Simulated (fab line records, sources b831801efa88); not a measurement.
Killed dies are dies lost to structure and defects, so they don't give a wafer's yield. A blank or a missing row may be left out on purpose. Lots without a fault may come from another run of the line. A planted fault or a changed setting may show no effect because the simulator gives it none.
fab line records | flow sky130
record lots=5 wafers=14 last_day=50
route steps=708 shown METAL4@627 VIA4@639 PAD_OPEN@708
lots that met no fault: from a run of the same line without faults
start_h: hours from the record's first day to the start of the lot's first wafer shown | wait_h: hours since the lot's step before | " the same as in the row above | L1.1+2: a row that stands for several wafers | - no value, or no start given | * or withheld: withheld | < > ~ a bound
route shown NAME@n: a module of which the file shows steps, and the number in the route of the first | usual: mean/standard deviation of fault-free wafers | same: alike in all rows | chamber/n: place in a boat | sites: the reading at each site | _std_site: their standard deviation | _edge_site: outer sites' mean less inner sites' | radius_mm: how far each site lies from the wafer's centre | mask NAME#n: copy n | behind: the tool/chamber that last shaped the wafer | hold: why the lot was held/for how many hours/how that ended | device: the transistor (n, p or np) that didn't switch | end of line: the same wafers' tests at the end of the route | a step without rows: its recipe alone | killed: dies lost to structure and defects at the first sort, not the wafer's yield | map: a wafer's dies, x killed, . not, _ none there
set.NAME: the setting as run; set.NAME@STEP: as run at that earlier step | model.NAME: the simulator's own value behind a step, which no gauge read
lots at some steps of the route; a table a step, a row a wafer
services: from which hour (start_h, from the record's first day; less than 0 if before it) a tool's chamber was out of use, for how many hours, and why
## steps
# step SKY_METAL4_PEB_11
# recipe peb_temp_c=withheld peb_time_s=withheld resist=KrF-thick
# step SKY_METAL4_DEVELOP_12
# recipe develop_time_s=60 resist=KrF-thick dev_temp_c=21
# step SKY_METAL4_CD_MEAS_13
# recipe target_cd_nm=300
# usual cd_nm=300.2/1.3
# columns lot.wafer tool chamber start_h wait_h cd_nm
L646.2 cd_sem-01 - 982.56 - 299.0
L646.3 " - " " 298.3
L646.4 " - " " 299.8
L649.3 cd_sem-02 - 997.67 - 299.9
L649.4 " - " " 299.9
L649.6 " - " " 300.0
L655.4 cd_sem-02 - 1039.05 - 301.4
L655.5 " - " " 301.6
L664.1 cd_sem-02 - 1109.83 - 298.8
L664.2 " - " " 299.4
L664.6 " - " " 298.9
L669.1 cd_sem-01 - 1126.26 - 299.0
L669.2 " - " " 300.5
L669.4 " - " " 300.5
# step SKY_METAL4_OVL_MEAS_14
# usual METAL4_OVL=-4/6
# columns lot.wafer tool chamber start_h wait_h METAL4_OVL[nm]
L646.2 overlay-02 - 982.67 0.1 -7
L646.3 " - " " -4
L646.4 " - " " -2
L649.3 overlay-01 - 997.77 0.1 -6
L649.4 " - " " -17
L649.6 " - " " -9
L655.4 overlay-01 - 1039.13 0.1 -1
L655.5 " - " " -2
L664.1 overlay-01 - 1109.95 0.1 -13
L664.2 " - " " -3
L664.6 " - " " 6
L669.1 overlay-01 - 1126.38 0.1 2
L669.2 " - " " 7
L669.4 " - " " -3
# step SKY_METAL4_DESCUM_15
# recipe chemistry=O2 source_power_w=150 bias_power_w=0 pressure_mtorr=10 temp_c=40 time_s=8
# usual drypump_motor_current_A=5.8/0.38 oes_product_au=1.006/0.019
# columns lot.wafer tool chamber start_h wait_h drypump_motor_current_A oes_product_au rf_hours_counter_h
L646.2 rie_metal-02 1 982.70 0.0 5.7 1.016 8
L646.3 " 0 " " 6.3 0.991 -
L646.4 " 1 " " 5.8 1.016 -
L649.3 rie_metal-04 1 997.80 0.0 5.2 0.990 -
L649.4 " 0 " " 5.7 1.011 -
L649.6 " 1 " " 5.2 0.990 -
L655.4 rie_metal-02 1 1039.16 0.0 5.7 1.026 -
L655.5 " 1 " " 5.7 1.018 -
L664.1 rie_metal-03 0 1109.99 0.0 6.0 1.029 25
L664.2 " 1 " " 5.3 0.993 23
L664.6 " 0 " " 6.0 1.025 -
L669.1 rie_metal-02 0 1126.41 0.0 6.3 1.005 23
L669.2 " 0 " " 6.3 0.994 -
L669.4 " 0 " " 6.2 1.002 -
# step SKY_METAL4_ETCH_16
# recipe chemistry=N2/H2 target=BARC ion_energy_ev=200 bias_w=100 pressure_mtorr=30 n2_flow_sccm=100 h2_flow_sccm=200 icp_w=500 stop_on=SiO2 time_s=88.2 target_depth_a=600
# step SKY_METAL4_ETCH_17
# recipe target=SiO2 stop_on=TiN chemistry=C4F8/O2/Ar source_w=1500 bias_w=1200 pressure_mtorr=40 c4f8_flow_sccm=withheld O2_flow_sccm=6 Ar_flow_sccm=300 time_s=3.9 target_depth_a=150
# usual oes_product_au=0.754/0.0065
# columns lot.wafer tool chamber start_h wait_h oes_product_au
L646.2 rie_diel-04 1 982.83 0.1 0.757
L646.3 " 0 " " 0.754
L646.4 " 3 " " 0.758
L649.3 rie_diel-03 1 997.92 0.0 0.742
L649.4 " 2 " " 0.757
L649.6 " 0 " " 0.755
L655.4 rie_diel-01 0 1039.28 0.0 0.749
L655.5 " 0 " " 0.754
L664.1 rie_diel-01 2 1110.12 0.1 0.745
L664.2 " 3 " " 0.751
L664.6 " 0 " " 0.764
L669.1 rie_diel-01 0 1126.67 0.2 0.750
L669.2 " 2 " " 0.752
L669.4 " 1 " " 0.758
# step SKY_METAL4_METAL_ETCH_18
# recipe target_depth_a=8450 stop_on=SiO2 over_etch_frac=0.3 time_s=183.1 chemistry=Cl2/BCl3 resist_sidewall_deg=88 pressure_mtorr=10 icp_w=900 bias_w=48.5 Cl2_flow_sccm=60 bcl3_flow_sccm=30
# usual drypump_motor_current_A=5.7/0.36 oes_product_au=0.865/0.0065 throttle_valve_pct=22.265/0.0095
# columns lot.wafer tool chamber start_h wait_h drypump_motor_current_A oes_product_au rf_hours_counter_h throttle_valve_pct
L646.2 rie_metal-04 1 982.85 0.0 5.2 0.870 11 22.262
L646.3 " 0 " " 5.7 0.856 - 22.280
L646.4 " 1 " " 5.2 0.865 - 22.283
L649.3 rie_metal-02 0 998.00 0.1 6.3 0.869 - 22.267
L649.4 " 1 " " 5.7 0.874 - 22.257
L649.6 " 1 " " 5.7 0.859 - 22.256
L655.4 rie_metal-04 0 1039.36 0.1 5.7 0.872 - 22.259
L655.5 " 1 " " 5.2 0.876 - 22.269
L664.1 rie_metal-04 0 1110.14 0.0 5.7 0.873 18 22.267
L664.2 " 1 " " 5.2 0.872 20 22.271
L664.6 " 1 " " 5.2 0.870 - 22.258
L669.1 rie_metal-03 0 1126.69 0.0 6.0 0.862 26 22.265
L669.2 " 1 " " 5.3 0.867 24 22.271
L669.4 " 0 " " 6.0 0.861 - 22.255
# step SKY_METAL4_STRIP_19
# recipe chemistry=O2/N2 power_w=1400 pressure_mtorr=1500 platen_temp_c=withheld o2_flow_sccm=3000 n2_flow_sccm=300 overash_fraction=0.5
# usual drypump_motor_current_A=5.54/0.23 oes_product_au=0.499/0.0071 strip_time_to_endpoint_s=6.48/0.14
# columns lot.wafer tool chamber start_h wait_h drypump_motor_current_A oes_product_au rf_hours_counter_h strip_time_to_endpoint_s
L646.2 plasma_asher-03 0 983.07 0.2 5.44 0.491 120 6.61
L646.3 " 0 " " 5.44 0.512 - 6.61
L646.4 " 1 " " 5.96 0.508 - 6.64
L649.3 plasma_asher-01 0 998.15 0.1 5.47 0.498 - 6.58
L649.4 " 1 " " 5.25 0.491 - 6.36
L649.6 " 1 " " 5.25 0.496 - 6.35
L655.4 plasma_asher-04 0 1039.51 0.1 5.69 0.506 - 6.57
L655.5 " 1 " " 5.39 0.512 - 6.64
L664.1 plasma_asher-04 0 1110.32 0.1 5.68 0.497 36 6.53
L664.2 " 1 " " 5.34 0.493 36 6.61
L664.6 " 0 " " 5.71 0.505 - 6.59
L669.1 plasma_asher-01 0 1126.87 0.1 5.47 0.491 70 6.30
L669.2 " 1 " " 5.22 0.503 70 6.60
L669.4 " 1 " " 5.26 0.488 - 6.31
# step SKY_METAL4_STRIP_20
# recipe chemistry=post_etch_residue_remover time_s=1200 temp_c=72.5
# step SKY_METAL4_CLEAN_21
# recipe chemistry=IPA time_s=180 temp_c=25
# step SKY_METAL4_CLEAN_22
# recipe chemistry=O3/DIW dry=n2_spin
# step SKY_VIA4_HDPCVD_00
# recipe material=SiO2 target_thk_nm=1750 sigma_open_frac=0.3 time_s=291.7 temp_c=400 sih4_flow_sccm=60 pressure_mtorr=6
# usual pressure_mtorr=6.001/0.011 run_length_s=319.5/0.5
# columns lot.wafer tool chamber start_h wait_h pressure_mtorr run_length_s model.SiO2_of_VIA4_HDPCVD_00.thk_nm
L646.2 hdpcvd-01 2 983.71 0.0 5.995 319.3 1764
L646.3 " 0 " " 5.995 319.9 1783
L646.4 " 2 " " 5.994 319.3 1777
L649.3 hdpcvd-02 1 998.71 0.0 6.001 318.9 1755
L649.4 " 2 " " 6.004 319.5 1741
L649.6 " 0 " " 5.989 319.7 1757
L655.4 hdpcvd-02 2 1040.16 0.1 6.002 390.7 2185
L655.5 " 1 " " 6.021 390.0 2184
L664.1 hdpcvd-02 2 1110.91 0.0 6.009 319.9 1784
L664.2 " 1 " " 5.985 319.0 1760
L664.6 " 0 " " 6.011 320.5 1769
L669.1 hdpcvd-02 0 1127.54 0.0 6.012 320.0 1772
L669.2 " 2 " " 6.016 319.4 1755
L669.4 " 2 " " 6.009 319.5 1753
# step SKY_VIA4_THK_MEAS_01
# recipe reads=SiO2_of_VIA4_HDPCVD_00
# usual VIA4_HDPCVD_THK=1755/19
# columns lot.wafer tool chamber start_h wait_h VIA4_HDPCVD_THK[nm]
L646.2 film_metro-01 - 983.90 0.1 1764
L646.3 " - " " 1782
L646.4 " - " " 1777
L649.3 film_metro-03 - 998.91 0.1 1755
L649.4 " - " " 1741
L649.6 " - " " 1759
L655.4 film_metro-01 - 1040.28 0.0 2184
L655.5 " - " " 2184
L664.1 film_metro-03 - 1111.09 0.1 1785
L664.2 " - " " 1759
L664.6 " - " " 1768
L669.1 film_metro-04 - 1127.72 0.1 1773
L669.2 " - " " 1756
L669.4 " - " " 1753
# step SKY_VIA4_CMP_02
# recipe material=SiO2 down_force_psi=4 platen_rpm=60 pad_velocity_m_s=0.94248
# usual edge_zone_pressure_frac=1.000/0.0049 motor_current_A=12.0/1.4
# columns lot.wafer tool chamber start_h wait_h edge_zone_pressure_frac motor_current_A
L646.4 cmp-02 1 984.00 0.1 0.999 10.8
L646.2 " 2 " " 1.006 11.6
L646.3 " 3 " " 1.003 11.8
L649.4 cmp-02 2 999.05 0.1 0.994 12.1
L649.3 " 3 " " 1.003 12.0
L649.6 " 1 " " 1.000 10.1
L655.4 cmp-02 3 1040.46 0.2 0.998 11.5
L655.5 " 0 " " 1.008 10.5
L664.1 cmp-02 1 1111.20 0.1 0.996 9.9
L664.2 " 3 " " 0.989 11.3
L664.6 " 1 " " 0.996 10.5
L669.1 cmp-02 0 1127.78 0.1 1.004 10.7
L669.2 " 2 " " 0.991 12.1
L669.4 " 3 " " 1.000 11.7
# step SKY_PAD_OPEN_PROBE_99
# usual defect_limited_yield=82.6/1.8 killed_at_M0_to_M3=44/6.9 killed_at_M4_up=3.2/1.8 killed_at_contacts=23/5.2 killed_at_front_end=15/4.5 killed_at_other=0.3/0.56 killed_dies=85/8.8 killed_open=47/6.7 killed_short=39/6.4 sort_bin_3_pad_short=0.8/0.4 sort_bin_5_function=10.2/1.3 sort_bin_6_memory=6.4/1.1 sort_n_pass=407/8.8 sort_yield_pct=82.6/1.8
# same gross_dies=492 killed_at_back_side=0 sort_bin_4_leakage[%]=0 sort_bin_8_speed[%]=0
# columns lot.wafer tool chamber start_h wait_h defect_limited_yield[%] killed_at_M0_to_M3 killed_at_M4_up killed_at_contacts killed_at_front_end killed_at_other killed_dies killed_open killed_short sort_bin_3_pad_short[%] sort_bin_5_function[%] sort_bin_6_memory[%] sort_n_pass sort_yield_pct[%]
L649.3 prober-01 - 1090.98 0.2 83.5 42 4 26 9 0 81 44 37 0.6 10.6 5.3 411 83.5
L649.4 prober-01 - 1091.03 0.2 84.8 32 2 32 8 1 75 45 30 0.8 9.3 5.1 417 84.8
L649.6 prober-01 - 1091.13 0.2 83.3 40 6 28 8 0 82 46 36 0.8 8.9 6.9 410 83.3
# killed by level:class
L649.3 LI_CONTACT:geometric_particle:open=9 CONTACT:geometric_particle:open=9 VIA1:geometric_particle:short=9 VIA3:geometric_particle:open=8 VIA2:geometric_particle:open=5 CONTACT:geometric_particle:short=5 METAL1:geometric_particle:short=5 VIA1:geometric_particle:open=5
L649.4 CONTACT:geometric_particle:open=11 LI_CONTACT:geometric_particle:open=9 VIA1:geometric_particle:open=7 VIA3:geometric_particle:open=6 LI_CONTACT:geometric_particle:short=4 CONTACT:geometric_particle:short=4 VIA3:geometric_particle:short=4 FIELD_ISO:geometric_particle:open=3
L649.6 VIA1:geometric_particle:open=11 LI_CONTACT:geometric_particle:open=9 VIA3:geometric_particle:open=8 CONTACT:geometric_particle:open=7 METAL2:geometric_particle:short=5 LOCAL_INTERCONNECT:geometric_particle:short=5 VIA1:geometric_particle:short=5 CONTACT:geometric_particle:short=4
## services
# columns tool chamber start_h hours kind
hdpcvd-02 0 966.02 5.1 repair
rie_diel-03 - 974.42 0.4 repair
rie_metal-04 1 977.30 1.7 repair
rie_metal-02 - 978.75 0.7 repair
rie_diel-03 3 979.72 1.9 repair
rie_diel-04 2 982.93 2.6 repair
hdpcvd-01 - 987.20 1.2 repair
rie_diel-04 3 987.61 2.7 repair
plasma_asher-03 - 990.02 1.0 repair
rie_diel-01 1 991.54 3.7 repair
hdpcvd-01 - 1010.41 2.8 pm
rie_diel-04 1 1013.81 3.6 repair
plasma_asher-03 - 1017.80 1.0 repair
rie_diel-04 - 1032.92 38.4 repair
plasma_asher-01 - 1058.63 2.8 pm
hdpcvd-02 - 1076.59 14.6 pm
rie_metal-03 0 1087.52 16.6 repair
rie_diel-01 - 1102.75 1.8 repair
cmp-02 - 1103.94 5.0 pm
plasma_asher-01 - 1108.66 0.7 repair
rie_metal-04 - 1111.81 2.8 pm
plasma_asher-01 - 1111.93 3.3 repair
rie_metal-02 1 1113.41 20.3 repair
rie_diel-01 - 1127.03 2.7 repair
## key
first_sign step=SKY_VIA4_HDPCVD_00 reading=run_length_s direction=up sigmas=99+ usual=* struck=*
effect step=SKY_VIA4_THK_MEAS_01 reading=VIA4_HDPCVD_THK direction=up sigmas=23 usual=1755 struck=2184
model_effect step=SKY_VIA4_HDPCVD_00 value=SiO2_of_VIA4_HDPCVD_00.thk_nm without=1757 struck=2185
met_at SKY_VIA4_HDPCVD_00
struck_wafers L655.4,L655.5
onset_between 998.71 1040.16
fault kind=process_parameter_drift tool=hdpcvd-02 chamber=- onset_h=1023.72 steps=SKY_VIA4_HDPCVD_00 channel=time_s offset=* shape=step end_h=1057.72 scope=struck_wafers_only acts_in=* stated=*
